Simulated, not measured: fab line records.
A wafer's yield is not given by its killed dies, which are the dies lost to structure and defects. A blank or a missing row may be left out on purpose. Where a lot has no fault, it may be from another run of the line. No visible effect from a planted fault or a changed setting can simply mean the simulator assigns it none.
The tool behind it: which one? + flow sky130 + 11 lots, 33 wafers sampled, at 5 steps of a route of 708

== WHAT EACH GAUGE READ, for each wafer ==
SKY_LDD_N_OVL_MEAS_07. Usual: for LDD_N_OVL the level is 0.2 nm and the standard deviation is 1.1.
| lot  | measured     | on         | LDD_N_OVL (nm) | flag |
|------|--------------|------------|----------------|------|
| L833 | day 19 11:07 | overlay-01 | 0.7 0.5 0.2    |      |
| L834 | day 19 16:40 | overlay-01 | 0.2 0.1 0.8    |      |
| L837 | day 20 20:17 | overlay-02 | -0.4 -0.1 -0.8 |      |
| L838 | day 21 10:04 | overlay-01 | 0.1 0.8 -0.2   |      |
| L840 | day 21 21:05 | overlay-01 | 0.1 1.5 2.9    |      |
| L842 | day 23 00:49 | overlay-01 | 1.5 2.0 1.3    |      |
| L845 | day 23 18:37 | overlay-01 | 1.8 3.4 2.3    |      |
| L848 | day 24 16:15 | overlay-01 | -0.1 -0.1 -0.8 |      |
| L850 | day 25 06:37 | overlay-01 | 1.9 0.5 0.1    |      |
| L851 | day 25 18:49 | overlay-01 | 0.8 0.3 -1.3   |      |
| L852 | day 25 21:49 | overlay-01 | -1.3 -1.3 -1.0 |      |

== WHAT TOOL EACH LOT RAN ON (gives the tool, then ch and the chambers of the sampled wafers, and finally the start) ==
| lot  | SKY_SONOS_ONO_ETCH_15              | SKY_RES_PROTECT_STRIP_07             | SKY_POLY_GATE_COAT_08             | SKY_POLY_GATE_STRIP_18               |
|------|------------------------------------|--------------------------------------|-----------------------------------|--------------------------------------|
| L833 | rie diel-03 ch 0,1, day 14 05:57   | plasma asher-03 ch 0,1, day 16 18:26 | litho track-02 ch 0, day 17 11:00 | plasma asher-03 ch 0,1, day 18 02:54 |
| L834 | rie diel-03 ch 0,2,3, day 14 07:54 | plasma asher-02 ch 0,1, day 16 22:31 | litho track-01 ch 0, day 17 13:00 | plasma asher-01 ch 0,1, day 18 05:25 |
| L837 | rie diel-04 ch 1,2,3, day 15 10:45 | plasma asher-02 ch 0,1, day 18 01:40 | litho track-03 ch 0, day 18 18:00 | plasma asher-02 ch 0,1, day 19 10:37 |
| L838 | rie diel-03 ch 0,2,3, day 15 22:03 | plasma asher-02 ch 0,1, day 18 16:29 | litho track-01 ch 0, day 19 09:00 | plasma asher-03 ch 0,1, day 20 01:58 |
| L840 | rie diel-03 ch 0,2,3, day 16 09:31 | plasma asher-03 ch 0,1, day 19 02:58 | litho track-01 ch 0, day 19 20:00 | plasma asher-01 ch 0,1, day 20 12:34 |
| L842 | rie diel-04 ch 1,3, day 17 12:28   | plasma asher-03 ch 0,1, day 20 07:37 | litho track-01 ch 0, day 21 00:00 | plasma asher-02 ch 0,1, day 21 17:19 |
| L845 | rie diel-02 ch 0,1,3, day 18 04:14 | plasma asher-03 ch 0,1, day 21 03:01 | litho track-01 ch 0, day 21 19:00 | plasma asher-03 ch 0,1, day 22 11:28 |
| L848 | rie diel-03 ch 0,2,3, day 19 05:13 | plasma asher-02 ch 0,1, day 21 23:58 | litho track-03 ch 0, day 22 16:00 | plasma asher-02 ch 0,1, day 23 08:04 |
| L850 | rie diel-03 ch 0,1, day 19 22:30   | plasma asher-02 ch 0,1, day 22 15:52 | litho track-02 ch 0, day 23 08:00 | plasma asher-02 ch 0,1, day 23 23:46 |
| L851 | rie diel-03 ch 0,1,3, day 20 08:36 | plasma asher-03 ch 0,1, day 23 03:07 | litho track-02 ch 0, day 23 20:00 | plasma asher-02 ch 0,1, day 24 12:04 |
| L852 | rie diel-03 ch 2,3, day 20 11:58   | plasma asher-02 ch 0,1, day 23 06:23 | litho track-03 ch 0, day 23 23:00 | plasma asher-02 ch 0,1, day 24 15:35 |
- SKY_SONOS_ONO_ETCH_15: etches the open film in CHF3/O2, target depth 19.52 nm, time 7.8 s.
- SKY_RES_PROTECT_STRIP_07: strips in O2/N2.
- SKY_POLY_GATE_COAT_08: resist thk 450 nm.
- SKY_POLY_GATE_STRIP_18: strips in O2/N2.

== AS READ BY THE TOOLS THEMSELVES (means over the sampled wafers that have a number; for cases with no such wafer, the mark the record gives instead) ==
SKY_SONOS_ONO_ETCH_15. Usual: drypump motor current A 5.5 A, standard deviation 0.57; oes product au 1.000 a.u., standard deviation 0.0096; throttle valve pct 8.826 %, standard deviation 0.0088.
| lot  | tool        | drypump motor current A (A) | oes product au (a.u.) | throttle valve pct (%) | flag |
|------|-------------|-----------------------------|-----------------------|------------------------|------|
| L833 | rie diel-03 | 6.4                         | 1.005                 | 8.829                  |      |
| L834 | rie diel-03 | 5.2                         | 1.003                 | 8.829                  |      |
| L837 | rie diel-04 | 5.1                         | 0.995                 | 8.828                  |      |
| L838 | rie diel-03 | 5.2                         | 1.004                 | 8.831                  |      |
| L840 | rie diel-03 | 5.2                         | 0.998                 | 8.823                  |      |
| L842 | rie diel-04 | 4.9                         | 0.999                 | 8.823                  |      |
| L845 | rie diel-02 | 5.8                         | 1.002                 | 8.833                  |      |
| L848 | rie diel-03 | 5.2                         | 0.993                 | 8.827                  |      |
| L850 | rie diel-03 | 6.0                         | 1.004                 | 8.825                  |      |
| L851 | rie diel-03 | 5.7                         | 1.007                 | 8.829                  |      |
| L852 | rie diel-03 | 5.1                         | 1.004                 | 8.820                  |      |

SKY_RES_PROTECT_STRIP_07. Usual: drypump motor current A 5.48 A, standard deviation 0.21; oes product au 0.518 a.u., standard deviation 0.0044; strip time to endpoint s 23.29 s, standard deviation 0.043.
| lot  | tool            | drypump motor current A (A) | oes product au (a.u.) | strip time to endpoint s (s) | flag |
|------|-----------------|-----------------------------|-----------------------|------------------------------|------|
| L833 | plasma asher-03 | 5.34                        | 0.514                 | 23.30                        |      |
| L834 | plasma asher-02 | 5.61                        | 0.520                 | 23.30                        |      |
| L837 | plasma asher-02 | 5.56                        | 0.517                 | 23.33                        |      |
| L838 | plasma asher-02 | 5.61                        | 0.519                 | 23.31                        |      |
| L840 | plasma asher-03 | 5.24                        | 0.520                 | 23.37                        |      |
| L842 | plasma asher-03 | 5.34                        | 0.515                 | 23.34                        |      |
| L845 | plasma asher-03 | 5.26                        | 0.519                 | 23.24                        |      |
| L848 | plasma asher-02 | 5.59                        | 0.518                 | 23.30                        |      |
| L850 | plasma asher-02 | 5.56                        | 0.511                 | 23.25                        |      |
| L851 | plasma asher-03 | 5.24                        | 0.519                 | 23.27                        |      |
| L852 | plasma asher-02 | 5.55                        | 0.517                 | 23.27                        |      |

SKY_POLY_GATE_COAT_08. Usual: chill plate temp C 22.98 C, standard deviation 0.1; spin speed rpm 2999.6 rpm, standard deviation 1.9.
| lot  | tool           | chill plate temp C (C) | spin speed rpm (rpm) | flag |
|------|----------------|------------------------|----------------------|------|
| L833 | litho track-02 | 22.92                  | 2996.6               |      |
| L834 | litho track-01 | 23.10                  | 3000.4               |      |
| L837 | litho track-03 | 23.00                  | 2997.7               |      |
| L838 | litho track-01 | 22.93                  | 3002.0               |      |
| L840 | litho track-01 | 23.03                  | 2998.8               |      |
| L842 | litho track-01 | 23.14                  | 3326.7               | OFF  |
| L845 | litho track-01 | 22.97                  | 3328.7               | OFF  |
| L848 | litho track-03 | 23.05                  | 3001.3               |      |
| L850 | litho track-02 | 22.94                  | 2998.2               |      |
| L851 | litho track-02 | 23.00                  | 2999.9               |      |
| L852 | litho track-03 | 23.00                  | 2999.1               |      |

SKY_POLY_GATE_STRIP_18. Usual: drypump motor current A 5.56 A, standard deviation 0.27; oes product au 0.360 a.u., standard deviation 0.0045; strip time to endpoint s 3.15 s, standard deviation 0.033.
| lot  | tool            | drypump motor current A (A) | oes product au (a.u.) | strip time to endpoint s (s) | flag |
|------|-----------------|-----------------------------|-----------------------|------------------------------|------|
| L833 | plasma asher-03 | 5.24                        | 0.362                 | 3.16                         |      |
| L834 | plasma asher-01 | 5.91                        | 0.363                 | 3.15                         |      |
| L837 | plasma asher-02 | 5.55                        | 0.365                 | 3.21                         |      |
| L838 | plasma asher-03 | 5.34                        | 0.360                 | 3.16                         |      |
| L840 | plasma asher-01 | 5.75                        | 0.361                 | 3.16                         |      |
| L842 | plasma asher-02 | 5.60                        | 0.354                 | 2.90                         | OFF  |
| L845 | plasma asher-03 | 5.24                        | 0.353                 | 2.89                         | OFF  |
| L848 | plasma asher-02 | 5.57                        | 0.355                 | 3.14                         |      |
| L850 | plasma asher-02 | 5.61                        | 0.359                 | 3.13                         |      |
| L851 | plasma asher-02 | 5.61                        | 0.365                 | 3.14                         |      |
| L852 | plasma asher-02 | 5.59                        | 0.361                 | 3.16                         |      |

== THE ANSWER, worked out from the rows above alone ==
Rule: lot off if the mean of its wafers having a number is beyond 3 standard deviations from the usual mean. A lot without any number at a reading at which 4 lots or more have one is off too. All remaining lots with rows at the step are treated as sound. After the gauges, taken in route order, come the tools' own readings; for these a lot's mean is taken, as printed above. At the first step where some lot is off, the reading lying furthest off is the one used; lots without a number count as furthest.
Off: L842, L845, at SKY_POLY_GATE_COAT_08 (spin speed rpm).
If a tool, at that step or one of the process steps before it, ran each lot that is off and ran no sound lot following the first of them, it fits. One fits: SKY_POLY_GATE_COAT_08 on litho track-01. Its last sound lot is L840 (day 19 20:00), its first lot that is off L842 (day 21 00:00): a fault that began between those two fits.
On the lots that are off, the tool's own readings at SKY_POLY_GATE_COAT_08 differ by more than 5 times the standard deviation of the sound lots' means, which bears it out; spin speed rpm reads 3327.7 rpm there versus 2999.3 rpm on the sound lots.

== WHAT HAD BEEN PUT IN BY THE SIMULATOR ==
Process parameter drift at SKY_POLY_GATE_COAT_08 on litho track-01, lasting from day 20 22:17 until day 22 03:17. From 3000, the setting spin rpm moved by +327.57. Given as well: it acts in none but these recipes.
Struck lots among those shown: L842, L845. The rule above found the same.
